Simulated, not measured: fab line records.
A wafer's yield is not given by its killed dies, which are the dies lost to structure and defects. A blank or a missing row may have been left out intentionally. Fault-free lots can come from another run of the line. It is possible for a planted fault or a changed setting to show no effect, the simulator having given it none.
Problem report in the 8D (eight disciplines) form, filled by code | flow gf180mcu | the parts of the form that need people (team, actions taken, sign-off) are left out

1. THE PROBLEM
Across 6 wafers from 2 lots, HV_LDD_2_TW at GF_HV_LDD_TW_MEAS_23 averages 1106, while fault-free wafers read 1056 with a standard deviation of 7.4. That puts it +6.7 standard deviations away from the usual mean.
Earliest sighting: wafer L715.2 on film metro-04 at day 14 09:33. The record has a number at this step for 42 wafers belonging to 14 lots. Rule for "out" (also "out of limits"): further than 4 standard deviations from the usual mean. The rest of the wafers with a number are treated as sound.

2. WHAT IT IS, AND WHAT IT ISN'T
question                    | is                           | is not
which readings at this step | HV_LDD_2_TW                  | -
which lots                  | L715, L716                   | L704, L705, L706, L707, L709, L713, L720, L723, L724, L725, L726, L727
which wafers of those lots  | all that have a number       | -
read on which gauges        | film metro-03, film metro-04 | film metro-02
when                        | from day 14 09:33            | up to then (18 sound wafers); but 18 sound wafers of L720, L723, L724, L725, L726, L727 came after

3. SUSPECTS, AND WHAT RULES EACH OUT
Counting: a tool stays on the suspect list if, at a process step up to the reading, it processed all lots that are out and no sound lot following the first of them.
- the gauge at GF_HV_LDD_TW_MEAS_23 has been ruled out. 2 gauges (film metro-03, film metro-04) read the wafers that are out.
- implanter-04 at GF_HV_LDD_IMPLANT_21: ruled out as a lasting fault. Following L715 (day 14 09:19), the first lot on it that is out, the sound lots L725, L727 were run on it.
Left after counting: nothing in the record.

4. THE CAUSE (what the simulator had put in)
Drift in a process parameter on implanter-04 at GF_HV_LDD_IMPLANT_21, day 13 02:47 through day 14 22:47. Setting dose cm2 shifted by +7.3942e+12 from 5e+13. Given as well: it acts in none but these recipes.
Counting ruled it out, wrongly: the rule takes a fault to strike every lot that its tool runs from its start on, and this one did not.

5. THE CHAIN OF EFFECTS, in route order
Rows list readings where the struck wafers' mean (over those with a number) sits beyond 3 standard deviations from the usual. Scope: only readings with a usual standard deviation given in the record; hours: median across lots of the time from each lot's start at the first step in this table that gives one to its start at this step; sigmas: change in usual standard deviations.
hours | step                 | reading            | usual | on struck wafers | change | sigmas
0     | GF_HV_LDD_IMPLANT_21 | dose ions cm2      | 5e+13 | 6e+13            | +7e+12 | +99 or more
0     | GF_HV_LDD_IMPLANT_21 | faraday current uA | 283   | 322              | +39    | +6.5
0     | GF_HV_LDD_TW_MEAS_23 | HV_LDD_2_TW        | 1056  | 1106             | +50    | +6.7
The process steps in it:
- GF_HV_LDD_IMPLANT_21
Later measuring or inspecting steps at which every struck wafer that the step has a row for has a number for every such reading, and none has moved that far: GF_V1_OVL_MEAS_15, GF_M2_OVL_MEAS_15.

6. HOW IT WOULD HAVE BEEN CAUGHT EARLIER
The first out-of-limits reading at a measuring or inspecting step in this record came at day 14 09:33, 31 hours after the fault's start at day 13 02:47.
The tool's own readings at GF_HV_LDD_IMPLANT_21 were out on every struck wafer that the step has a row for (dose ions cm2, faraday current uA): an alarm limit on them would have fired on the first of those.
